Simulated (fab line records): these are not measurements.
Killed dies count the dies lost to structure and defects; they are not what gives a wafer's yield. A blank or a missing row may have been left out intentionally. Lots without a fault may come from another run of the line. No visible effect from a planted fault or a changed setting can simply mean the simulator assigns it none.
The tool behind it: which one?	flow sky130	7 lots, 21 wafers sampled, at 1 step of a route of 708

== WHAT THE GAUGES SHOWED, per wafer ==
SKY_FIELD_ISO_THK_MEAS_04.
lot	measured	on	FIELD_ISO_CVD_03_THK (nm)
L422	day 1 23:32	film-metro-01	164.5 164.7 164.9
L426	day 2 19:29	film-metro-03	166.1 165.8 165.2
L428	day 3 06:06	film-metro-03	165.6 164.9 164.5
L430	day 3 16:14	film-metro-01	163.2 165.2 164.9
L435	day 4 17:02	film-metro-03	165.7 163.6 163.9
L438	day 5 09:22	film-metro-01	160.9 163.1 161.2
L443	day 6 09:21	film-metro-01	163.8 164.6 163.8

== WHICH TOOL RAN EACH LOT (tool, then ch and the chambers of the sampled wafers, then the start) ==
Before these readings, the record contains no process step.

== THE ANSWER, worked out from the rows above alone ==
Rule: what is usual is taken from the lots themselves. The widest of any qualifying gaps counts: lots, ordered by their means at a reading, are off when they make up no more than a third of the lots, leave a main group of 4 or more, and stand apart from it by 3 or more times the standard deviation of that group's means. A main group whose means are all the same, to the digits that the tables above print for the reading, isn't used. Also off: a lot with no number at a reading for which 4 or more lots have one. The other lots that the step has rows for count as sound.
Off: at SKY_FIELD_ISO_THK_MEAS_04 (FIELD_ISO_CVD_03_THK), L438. The main group has a mean of 164.7 nm with a standard deviation of 0.52.
A tool fits if, at a process step before that reading, it ran every lot that is off, and no sound lot after the first of them. Those tools and the gauges at SKY_FIELD_ISO_THK_MEAS_04 are tried in the same way. Of those tried, none fits.

== WHAT THE SIMULATOR HAD PUT IN ==
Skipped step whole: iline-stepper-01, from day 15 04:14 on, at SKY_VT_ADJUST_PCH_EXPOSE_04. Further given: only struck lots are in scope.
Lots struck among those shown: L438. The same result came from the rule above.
